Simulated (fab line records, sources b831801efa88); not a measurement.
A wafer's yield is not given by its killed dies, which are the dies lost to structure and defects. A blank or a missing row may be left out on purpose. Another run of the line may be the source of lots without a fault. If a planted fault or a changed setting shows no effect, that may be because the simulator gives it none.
Problem report, 8D (eight disciplines) form, completed by code :: flow sfq-line :: the parts of the form that need people (team, actions taken, sign-off) are left out

1. PROBLEM STATEMENT
Wafers without a fault read 182.4 W, standard deviation 0.52; rf-fwd-power-W at SFQ_TRILAYER_I3_DEP_PECVD_081 reads a mean of 255.7 W on 6 wafers belonging to 2 lots. That is +99 or more standard deviations from the usual mean.
The step: deposits SiO2 from SiH4/N2O, time 111.11 s, target thk 500 nm.
First observed at day 32 07:57: wafer L838.4, on pecvd-04. Wafers with a number at this step in the record: 42, from 14 lots. The rule behind "out" and "out of limits": a value lying over 4 standard deviations away from the usual mean. The rest of the wafers with a number are treated as sound.

2. WHAT IT IS; WHAT IT IS NOT
question: which readings at this step
is: rf-fwd-power-W
is not: throttle-valve-pct

question: which lots
is: L838, L839
is not: L837, L843, L846, L848, L849, L851, L852, L853, L854, L855, L856, L857

question: which wafers of those lots
is: all that have a number
is not: -

question: read on which tools
is: pecvd-04
is not: pecvd-01, pecvd-03

question: when
is: from day 32 07:57
is not: up to then (3 sound wafers); but 33 sound wafers of L843, L846, L848, L849, L851, L852, L853, L854, L855, L856, L857 came after

3. SUSPECTS, AND WHAT RULES EACH OUT
Counting: a tool at a process step up to the reading stays a suspect if it ran every lot that is out and no sound lot after the first of them.
- pecvd-04 at SFQ_TRILAYER_I3_DEP_PECVD_081 (deposits SiO2 from SiH4/N2O, time 111.11 s, target thk 500 nm): ruled out as a lasting fault. After its first lot that is out, L838 (day 32 07:57), sound lots L849, L851, L853, L855, L857 ran on it.
Left after counting: nothing in the record.

4. THE CAUSE (what the simulator had put in)
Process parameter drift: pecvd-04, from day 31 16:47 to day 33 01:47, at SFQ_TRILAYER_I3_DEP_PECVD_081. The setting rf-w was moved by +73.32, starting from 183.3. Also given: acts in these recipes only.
Counting ruled it out, wrongly.

5. THE CHAIN OF EFFECTS, in route order
Each row: a reading whose mean over the struck wafers that have a number lies more than 3 standard deviations from the usual. Only readings whose record carries a usual standard deviation are examined. hours: median over the lots of the time between each lot's start at the first step of this table that gives one and its start at this step. sigmas: the change, counted in usual standard deviations.
hours: 0
step: SFQ_TRILAYER_I3_DEP_PECVD_081
reading: rf-fwd-power-W
usual: 182.4 W
on struck wafers: 255.7
change: +73.3
sigmas: +99 or more

hours: 0
step: SFQ_TRILAYER_I3_DEP_PECVD_081
reading: showerhead-vpp-V
usual: 832 V
on struck wafers: 996
change: +164
sigmas: +4.7

hours: 3
step: SFQ_TRILAYER_I3_CMP_CMP_082
reading: time-to-endpoint-s
usual: 212 s
on struck wafers: 248
change: +36
sigmas: +4.4
It contains these process steps:
- SFQ_TRILAYER_I3_DEP_PECVD_081: deposits SiO2 from SiH4/N2O, time 111.11 s, target thk 500 nm.
- SFQ_TRILAYER_I3_CMP_CMP_082: polishes SiO2.
Later steps that measure or inspect, where all struck wafers having a row at the step show a number for every such reading and not one has moved that far: SFQ_I3_OVL_MEAS_923.

6. HOW IT WOULD HAVE BEEN CAUGHT EARLIER
The fault began at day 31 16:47; the first out-of-limits reading in this record came at day 32 07:57, 15 hours later.
